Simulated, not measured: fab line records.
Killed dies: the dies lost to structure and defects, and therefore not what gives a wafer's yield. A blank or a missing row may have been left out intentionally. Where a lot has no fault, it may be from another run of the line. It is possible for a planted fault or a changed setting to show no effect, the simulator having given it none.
Which tool did it?    flow sky130    42 wafers from 14 lots sampled at 6 of the route's 708 steps

WHAT THE GAUGES READ, wafer by wafer
SKY_FIELD_ISO_THK_MEAS_23. Usual: FIELD_ISO_OXIDATION_01_THK typically reads 10.11 nm, with standard deviation 0.19.
lot   measured     on             FIELD_ISO_OXIDATION_01_THK (nm)  flag
L330  day 2 05:10  film-metro-03  10.53 10.32 10.25                
L331  day 2 13:01  film-metro-04  10.63 10.48 10.58                
L332  day 2 18:11  film-metro-03  10.23 10.29 10.25                
L333  day 2 23:22  film-metro-01  10.14 10.07 9.73                 
L334  day 3 04:49  film-metro-01  9.78 9.98 9.93                   
L335  day 3 07:40  film-metro-01  10.14 10.08 10.12                
L337  day 3 18:07  film-metro-04  10.25 10.04 10.21                
L339  day 4 08:52  film-metro-03  9.93 9.74 9.85                   
L341  day 4 16:23  film-metro-01  9.96 9.66 9.78                   
L342  day 4 20:24  film-metro-01  9.92 9.67 9.86                   
L343  day 5 04:09  film-metro-01  10.24 10.34 10.27                
L347  day 5 22:31  film-metro-01  10.27 10.17 10.09                
L352  day 7 00:52  film-metro-03  10.05 10.10 10.09                
L353  day 7 07:00  film-metro-01  9.95 9.93 10.23                  

SKY_VT_ADJUST_LVTN_TW_MEAS_10. Usual: VT_ADJUST_LVTN_TW typically reads 242.9, with standard deviation 3.
lot   measured      on             VT_ADJUST_LVTN_TW  flag
L330  day 6 17:37   film-metro-01  240.0 239.5 240.1  
L331  day 7 03:10   film-metro-04  241.7 242.0 242.7  
L332  day 7 09:49   film-metro-01  239.2 239.9 239.3  
L333  day 7 15:46   film-metro-01  239.4 239.2 239.9  
L334  day 7 22:49   film-metro-02  245.8 246.8 247.3  
L335  day 8 02:34   film-metro-04  241.8 242.5 240.3  
L337  day 8 16:34   film-metro-04  241.8 241.9 243.0  
L339  day 9 11:12   film-metro-04  241.3 242.7 243.0  
L341  day 10 00:07  film-metro-04  243.3 245.3 242.6  
L342  day 10 02:49  film-metro-02  30.7 30.6 30.5     OFF
L343  day 10 13:56  film-metro-04  30.2 30.2 30.5     OFF
L347  day 11 12:31  film-metro-02  246.3 248.2 248.3  
L352  day 12 20:10  film-metro-01  240.1 240.6 239.6  
L353  day 13 03:49  film-metro-04  242.0 241.7 241.8  

SKY_VT_ADJUST_LVTN_TW_MEAS_21. Usual: VT_ADJUST_LVTN_2_TW typically reads 188.0, with standard deviation 2.5.
lot   measured      on             VT_ADJUST_LVTN_2_TW  flag
L330  day 7 13:19   film-metro-02  190.2 191.1 190.3    
L331  day 7 23:07   film-metro-01  184.7 185.8 185.3    
L332  day 8 05:40   film-metro-04  187.7 188.6 187.9    
L333  day 8 12:37   film-metro-01  185.4 185.4 184.8    
L334  day 8 19:55   film-metro-04  188.1 187.1 187.9    
L335  day 9 00:13   film-metro-01  186.8 184.7 184.7    
L337  day 9 15:05   film-metro-02  191.5 190.2 190.7    
L339  day 10 10:55  film-metro-02  189.9 190.3 190.2    
L341  day 10 23:04  film-metro-01  185.2 187.0 186.9    
L342  day 11 02:40  film-metro-02  191.8 191.8 191.4    
L343  day 11 12:59  film-metro-04  186.4 186.9 187.7    
L347  day 12 12:42  film-metro-01  185.4 185.6 185.3    
L352  day 13 20:52  film-metro-02  192.1 191.8 191.1    
L353  day 14 05:16  film-metro-02  191.4 191.4 190.3    

SKY_SONOS_TUNNEL_TW_MEAS_12. Usual: SONOS_TUNNEL_TW typically reads 198, with standard deviation 3.3.
lot   measured      on             SONOS_TUNNEL_TW  flag
L330  day 11 05:09  film-metro-02  203 202 201      
L331  day 11 16:43  film-metro-02  202 202 202      
L332  day 12 00:47  film-metro-02  202 202 201      
L333  day 12 08:13  film-metro-04  198 198 199      
L334  day 12 16:37  film-metro-02  202 201 202      
L335  day 12 22:12  film-metro-02  202 201 201      
L337  day 13 15:26  film-metro-04  199 199 199      
L339  day 14 12:11  film-metro-02  200 201 201      
L341  day 15 02:32  film-metro-02  202 202 202      
L342  day 15 08:06  film-metro-04  197 197 197      
L343  day 15 20:49  film-metro-01  194 192 193      
L347  day 16 22:30  film-metro-02  202 202 203      
L352  day 18 13:17  film-metro-04  198 198 197      
L353  day 18 22:35  film-metro-02  202 201 201      

WHAT TOOL EACH LOT RAN ON (gives the tool, then ch and the chambers of the sampled wafers, and finally the start)
lot   SKY_VT_ADJUST_HVTP_STRIP_10           SKY_VT_ADJUST_LVTN_STRIP_09
L330  plasma-asher-03 ch 0,1, day 5 21:52   plasma-asher-03 ch 0,1, day 6 17:31
L331  plasma-asher-04 ch 0,1, day 6 07:34   plasma-asher-04 ch 0,1, day 7 03:04
L332  plasma-asher-04 ch 0,1, day 6 13:40   plasma-asher-03 ch 0,1, day 7 09:43
L333  plasma-asher-03 ch 0,1, day 6 19:56   plasma-asher-02 ch 0,1, day 7 15:39
L334  plasma-asher-01 ch 0,1, day 7 02:50   plasma-asher-03 ch 0,1, day 7 22:43
L335  plasma-asher-03 ch 0,1, day 7 06:41   plasma-asher-04 ch 1, day 8 02:28
L337  plasma-asher-03 ch 0,1, day 7 19:47   plasma-asher-02 ch 0,1, day 8 16:28
L339  plasma-asher-04 ch 0,1, day 8 13:14   plasma-asher-04 ch 0,1, day 9 11:06
L341  plasma-asher-01 ch 0,1, day 9 01:20   plasma-asher-04 ch 0, day 10 00:01
L342  plasma-asher-03 ch 0,1, day 9 04:44   plasma-asher-03 ch 0,1, day 10 02:42
L343  plasma-asher-03 ch 0,1, day 9 14:55   plasma-asher-04 ch 0,1, day 10 13:50
L347  plasma-asher-03 ch 0,1, day 10 13:13  plasma-asher-03 ch 0,1, day 11 12:25
L352  plasma-asher-01 ch 0,1, day 11 20:17  plasma-asher-04 ch 0,1, day 12 20:04
L353  plasma-asher-01 ch 0,1, day 12 02:38  plasma-asher-04 ch 1, day 13 03:43
- SKY_VT_ADJUST_HVTP_STRIP_10: strips in O2/N2.
- SKY_VT_ADJUST_LVTN_STRIP_09: strips in O2/N2.

WHAT THE TOOLS THEMSELVES READ (means of the sampled wafers that have a number; where no wafer has one, the mark that the record gives instead)
SKY_VT_ADJUST_HVTP_STRIP_10. Usual: chamber-pressure-mTorr 1500.0 mTorr, standard deviation 1.3; drypump-motor-current-A 6.11 A, standard deviation 0.21; oes-product-au 0.716 a.u., standard deviation 0.0046; strip-time-to-endpoint-s 14.19 s, standard deviation 0.037.
lot   tool             chamber-pressure-mTorr (mTorr)  drypump-motor-current-A (A)  oes-product-au (a.u.)  strip-time-to-endpoint-s (s)  flag
L330  plasma-asher-03  1500.6                          6.22                         0.718                  14.19                         
L331  plasma-asher-04  1499.3                          5.83                         0.715                  14.21                         
L332  plasma-asher-04  1499.0                          5.80                         0.714                  14.20                         
L333  plasma-asher-03  1500.4                          6.27                         0.721                  14.21                         
L334  plasma-asher-01  1499.2                          6.25                         0.715                  14.18                         
L335  plasma-asher-03  1499.5                          6.26                         0.709                  14.15                         
L337  plasma-asher-03  1500.3                          6.24                         0.714                  14.27                         
L339  plasma-asher-04  1499.1                          5.79                         0.715                  14.21                         
L341  plasma-asher-01  1499.8                          6.26                         0.715                  14.17                         
L342  plasma-asher-03  -                               -                            -                      -                             OFF
L343  plasma-asher-03  -                               -                            -                      -                             OFF
L347  plasma-asher-03  1500.1                          6.24                         0.712                  14.15                         
L352  plasma-asher-01  1500.9                          6.15                         0.715                  14.20                         
L353  plasma-asher-01  1499.6                          6.13                         0.715                  14.17                         

SKY_VT_ADJUST_LVTN_STRIP_09. Usual: chamber-pressure-mTorr 1500.0 mTorr, standard deviation 1.5; drypump-motor-current-A 6.14 A, standard deviation 0.29; oes-product-au 0.723 a.u., standard deviation 0.0036; strip-time-to-endpoint-s 36.88 s, standard deviation 0.1.
lot   tool             chamber-pressure-mTorr (mTorr)  drypump-motor-current-A (A)  oes-product-au (a.u.)  strip-time-to-endpoint-s (s)  flag
L330  plasma-asher-03  1500.7                          6.26                         0.726                  36.71                         
L331  plasma-asher-04  1499.1                          5.85                         0.722                  36.84                         
L332  plasma-asher-03  1499.1                          6.25                         0.726                  36.76                         
L333  plasma-asher-02  1500.7                          6.28                         0.724                  36.99                         
L334  plasma-asher-03  1499.7                          6.21                         0.720                  36.94                         
L335  plasma-asher-04  1499.9                          5.89                         0.722                  36.88                         
L337  plasma-asher-02  1500.4                          6.48                         0.722                  37.01                         
L339  plasma-asher-04  1498.8                          5.85                         0.721                  36.92                         
L341  plasma-asher-04  1501.7                          5.75                         0.723                  36.93                         
L342  plasma-asher-03  1501.3                          6.27                         0.731                  53.78                         OFF
L343  plasma-asher-04  1500.7                          5.79                         0.728                  53.73                         OFF
L347  plasma-asher-03  1500.6                          6.24                         0.726                  36.88                         
L352  plasma-asher-04  1500.2                          5.79                         0.725                  36.66                         
L353  plasma-asher-04  1499.1                          5.87                         0.724                  36.72                         

THE ANSWER, worked out from the rows above alone
Rule: take the mean of a lot's wafers that have a number; if it is more than 3 standard deviations from the usual mean, the lot is off. A lot without any number at a reading at which 4 lots or more have one is off too. All remaining lots with rows at the step are treated as sound. First the gauges in route order, then the tools' own readings, where a lot's mean is used as printed above. At the first step where some lot is off, the reading lying furthest off is the one used; lots without a number count as furthest.
Off: L342, L343, at SKY_VT_ADJUST_LVTN_TW_MEAS_10 (VT_ADJUST_LVTN_TW).
If a tool, at a process step before that reading, ran all the lots that are off and no sound lot after the first of them, it fits. The gauges at SKY_VT_ADJUST_LVTN_TW_MEAS_10 aren't tried: what is off there is off at SKY_VT_ADJUST_HVTP_STRIP_10 too, on other tools, and a gauge's error can't cause that. Of those tried, none fits.

WHAT THE SIMULATOR HAD PUT IN
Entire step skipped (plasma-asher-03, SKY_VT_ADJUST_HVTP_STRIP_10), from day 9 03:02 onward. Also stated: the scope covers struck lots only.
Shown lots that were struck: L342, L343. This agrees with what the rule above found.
